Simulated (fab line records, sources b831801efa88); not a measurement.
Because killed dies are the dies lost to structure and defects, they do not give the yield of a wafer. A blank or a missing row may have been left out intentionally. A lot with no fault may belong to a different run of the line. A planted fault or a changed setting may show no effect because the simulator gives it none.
Split-lot trial    flow gf180mcu    on a route of 602 steps: 5 lots, 23 wafers read

## ON THE SPLIT
At GF_CONTACT_CVD_24 (deposits W, target thk 300 nm, time 90.339 s), the setting temp c was moved away from the recipe's 400 C on 8 of the 23 wafers read, by -1.7% to +2.3%. All remaining wafers had this setting at the recipe value.

## SPLIT TO READING: what lies between them in the file, 1 step
- GF_CONTACT_RS_MEAS_25: measures by four-point-probe

## THE READING
CONTACT_W_THK, in nm, at GF_CONTACT_THK_MEAS_26 (measures by xrf). Fault-free wafers of this fab line usually give 299 nm, standard deviation 5.9 nm.

wafer   tool, chamber at the split  temp c as run, C  against the recipe  CONTACT_W_THK, nm  against lot-mates on the recipe
L077.1  cvd w-02, 0                 400               recipe              309                -
L077.2  cvd w-02, 1                 400               recipe              298                -
L077.4  cvd w-02, 0                 400               recipe              307                -
L077.5  cvd w-02, 1                 400               recipe              301                -
L077.6  cvd w-02, 0                 400               recipe              312                -
L079.1  cvd w-02, 1                 400               recipe              293                -
L079.2  cvd w-02, 0                 409.4             +2.3%               355                +60
L079.3  cvd w-02, 1                 400               recipe              296                -
L079.4  cvd w-02, 0                 409.4             +2.3%               354                +60
L079.5  cvd w-02, 0                 409.4             +2.3%               353                +58
L080.2  cvd w-01, 1                 406.2             +1.6%               331                +30
L080.3  cvd w-01, 0                 400               recipe              300                -
L080.4  cvd w-01, 1                 406.2             +1.6%               332                +30
L080.5  cvd w-01, 0                 400               recipe              303                -
L080.6  cvd w-01, 1                 406.2             +1.6%               335                +34
L081.1  cvd w-01, 0                 393.1             -1.7%               265                -29
L081.2  cvd w-01, 1                 400               recipe              291                -
L081.3  cvd w-01, 0                 393.1             -1.7%               266                -28
L081.4  cvd w-01, 1                 400               recipe              294                -
L081.5  cvd w-01, 1                 400               recipe              296                -
L082.2  cvd w-02, 0                 400               recipe              299                -
L082.5  cvd w-02, 0                 400               recipe              300                -
L082.6  cvd w-02, 1                 400               recipe              294                -

THE FIT
A straight line over all 23 wafers: CONTACT_W_THK changes by +21.9 nm for each +1% of temp c; r = +0.98; the points scatter about the line by 5.3 nm.
The same after taking each lot's own level away (the mean of its wafers on the recipe; 23 wafers): +21.8 nm for each +1%; r = +0.98; scatter 5 nm.
Per that fit: largest temp c move, reading shift of 51 nm.
The lots' own levels span 293.7 to 305.4 nm, that is 2.0 times the standard deviation above.
The two slopes are in agreement: the lot-to-lot level therefore moves the slope only a little.
Check: +51 nm against its lot-mates is what the line predicts for one of the wafers moved furthest among these (+2.3%) when that wafer is left out of the fit. It came out at +60.5 nm against them.

## THE WHOLE CHAIN: every reading that the file lists as answering this split, in the file's order
step                    what it does                                  reading                                                                      change (the file's fit)               r (the file's)
GF_CONTACT_CVD_24       deposits W, target thk 300 nm, time 90.339 s  W_of_CONTACT_CVD_24.thk nm (the simulator's own value, which no gauge read)  +22.7 nm for each +1% of the setting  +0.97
GF_CONTACT_RS_MEAS_25   measures by four-point-probe                  CONTACT_W_RS                                                                 -0.0255 for each +1% of the setting   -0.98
GF_CONTACT_THK_MEAS_26  measures by xrf                               CONTACT_W_THK                                                                +21.7 for each +1% of the setting     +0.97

## FILE'S OWN FIT
CONTACT_W_THK changes by +21.7 nm for each +1% of temp c, r = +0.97.
